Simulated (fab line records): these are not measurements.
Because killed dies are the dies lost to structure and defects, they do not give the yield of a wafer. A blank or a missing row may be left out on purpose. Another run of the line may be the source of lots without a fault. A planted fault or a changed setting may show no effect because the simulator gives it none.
A struck lot beside a sound one	flow sky130	25 out of 708 route steps
Sound: these wafers, L838.1, L838.2, L838.4. Wafers L850.2, L850.4, L850.6 were the ones struck. At the end, the cause is stated.
Order at every step that has rows: each side's tool, ch and its chambers, its first start. Under that, the readings that differ: sound wafers	struck wafers	difference of the means	sigmas: that difference in standard deviations of wafers without a fault.
alike: words and numbers the same on both sides, and readings whose means are apart by under 2 such deviations; not compared: readings that were withheld, readings missing a value for some wafer, numbers with overlapping values and no deviation given by the record, and bounds like >300 which may hide the same value.
The two part at a step that has a row with sigmas, a row that says differs or no value, or rows on one side only. When numbers do not overlap yet have no deviation, they are printed without sigmas and do not part them. Lack of a reading on every wafer of one side parts them only where that side has two or more wafers.

first, 7 steps without rows for these wafers: SKY_FIELD_ISO_HMDS_06 (prime time 60 s); SKY_FIELD_ISO_COAT_07 (resist thk 60 nm); SKY_FIELD_ISO_COAT_08 (resist thk 450 nm); SKY_FIELD_ISO_SOFTBAKE_09 (time 90 s); SKY_FIELD_ISO_EXPOSE_10 (exposes mask FOM, target cd 150 nm); SKY_FIELD_ISO_PEB_11; SKY_FIELD_ISO_DEVELOP_12 (develop time 60 s).
SKY_FIELD_ISO_CD_MEAS_13: the cd target is 150 nm.
  struck on cd_sem-02, day 6 02:05; sound on cd_sem-01, day 3 16:42
  alike: cd_nm
SKY_FIELD_ISO_ETCH_14: etches BARC in N2/H2, stops on SiO2, time 45.9 s, target depth 60 nm.
  sound on rie_diel-01 ch 0,2,3, day 3 16:49; struck on rie_diel-01 ch 1,2,3, day 6 02:11
  alike: chamber_pressure_mTorr, drypump_motor_current_A, oes_product_au, run_length_s, throttle_valve_pct
  not compared: rf_hours_counter_h
SKY_FIELD_ISO_ETCH_15: etches the open film in CHF3/O2, stops on Si, target depth 180 nm, time 72 s.
  sound on rie_diel-01 ch 0,2,3, day 3 16:52; struck on rie_diel-01 ch 1,2,3, day 6 02:14
  alike: chamber_pressure_mTorr, drypump_motor_current_A, oes_product_au, run_length_s, throttle_valve_pct
  not compared: rf_hours_counter_h
SKY_FIELD_ISO_STRIP_16: strips in O2/N2.
  sound on plasma_asher-01 ch 0,1, day 3 16:55; struck on plasma_asher-03 ch 0,1, day 6 02:17
  alike: chamber_pressure_mTorr, drypump_motor_current_A, o2_flow_sccm, oes_product_au, strip_time_to_endpoint_s
  not compared: rf_hours_counter_h
SKY_FIELD_ISO_ETCH_17: etches Si in HBr/Cl2/O2, target depth 342 nm, time 97.7 s.
  sound on rie_si-02 ch 1,2,3, day 3 17:01; struck on rie_si-02 ch 1,2, day 6 02:23
  alike: HBr_flow_sccm, chamber_pressure_mTorr, drypump_motor_current_A, oes_product_au, run_length_s, throttle_valve_pct
  not compared: rf_hours_counter_h
SKY_FIELD_ISO_WET_ETCH_18: etches Si3N4 in H3PO4, target depth 25 nm, time 286 s.
  sound on wet_bench-02 ch 3, day 3 17:05; struck on wet_bench-04 ch 3, day 6 02:28
reading	sound	struck	difference	sigmas
run_length_s (s)	311 311 311	188 188 188	-123	-30
model.Si3N4_of_FIELD_ISO_CVD_03.thk_nm (nm)	122.5 122.6 122	134.2 134.3 134.2	+11.9	
then, 4 steps without rows for these wafers: SKY_FIELD_ISO_CLEAN_19 (cleans in SC1/SC2, time 150 s); SKY_FIELD_ISO_CLEAN_20 (cleans in dHF, time 20 s); SKY_FIELD_ISO_WET_ETCH_21 (etches SiO2 in dHF, target depth 20 nm, time 400 s); SKY_FIELD_ISO_OXIDATION_22 (stabilise 600 s, purge 300 s, target thk 10 nm).
SKY_FIELD_ISO_THK_MEAS_23:
  struck on film_metro-01, day 6 05:34; sound on film_metro-01, day 3 19:54
  alike: FIELD_ISO_OXIDATION_01_THK
then, 1 step without rows for these wafers: SKY_FIELD_ISO_CVD_24 (deposits SiO2, target thk 595 nm, time 99.2 s).
SKY_FIELD_ISO_THK_MEAS_25:
  struck on film_metro-02, day 6 05:42; sound on film_metro-03, day 3 20:02
  alike: FIELD_ISO_CVD_24_THK
then, 1 step without rows for these wafers: SKY_FIELD_ISO_ANNEAL_26 (time 1800 s).
SKY_FIELD_ISO_CMP_27: polishes, stops on Si3N4, t overpolish 14.79 s, target thk 457.8 nm.
  sound on cmp-01 ch 1,2,3, day 3 22:17; struck on cmp-01 ch 0,1,2, day 6 08:19
  alike: motor_current_A
SKY_FIELD_ISO_WET_ETCH_28: etches SiO2 in dHF, target depth 23.7 nm, time 47 s.
  sound on wet_bench-03 ch 1, day 3 22:32; struck on wet_bench-03 ch 3, day 6 08:37
reading	sound	struck	difference	sigmas
model.Si3N4_of_FIELD_ISO_CVD_03.thk_nm (nm)	116.7 116.9 116.3	128.5 128.5 128.4	+11.8	
  alike: run_length_s
then, 1 step without rows for these wafers: SKY_FIELD_ISO_WET_ETCH_29 (etches Si3N4 in H3PO4, target depth 160 nm, time 1825 s).
-- here the record skips 44 days between the struck wafers' starts before and after, leaving off in module FIELD_ISO and picking up in module PAD_OPEN (first step shown: number 708 of the route) --
SKY_PAD_OPEN_PROBE_99:
  struck on prober-01, day 50 00:22; sound on prober-01, day 47 15:28
reading	sound	struck	difference	sigmas
killed_at_other	3 2 1	0 0 0	-2	-3
model.etest.pfet_16v.r_on_ohm_um	1.523e+04 1.535e+04 1.533e+04	1.545e+04 1.61e+04 1.586e+04	+5.000e+02	
model.etest.res_iso_pwell.rs_ohm_sq	3118 3157 3175	3347 3672 3468	+346	
model.etest.res_iso_pwell.line_ohm_um	1169 1192 1202	1269 1374 1366	+149	
model.etest.cap_li_to_poly.c_af_um2	98.8 97.36 100.5	102.2 100.8 102.2	+2.8	
model.etest.field_n.vt_v (V)	35.96 36.06 36.02	36.41 36.56 36.54	+0.49	
  alike: killed_at_M0_to_M3, killed_at_M4_up, killed_at_contacts, killed_at_front_end, killed_dies, killed_open, killed_short
  not compared: model.etest.field_p.vt_v

== WHERE THEY PART ==
Earliest at SKY_FIELD_ISO_WET_ETCH_18; latest, in this record, at SKY_PAD_OPEN_PROBE_99.

WHY: what the simulator had put in
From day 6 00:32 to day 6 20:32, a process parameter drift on wet_bench-04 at SKY_FIELD_ISO_WET_ETCH_18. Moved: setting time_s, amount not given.
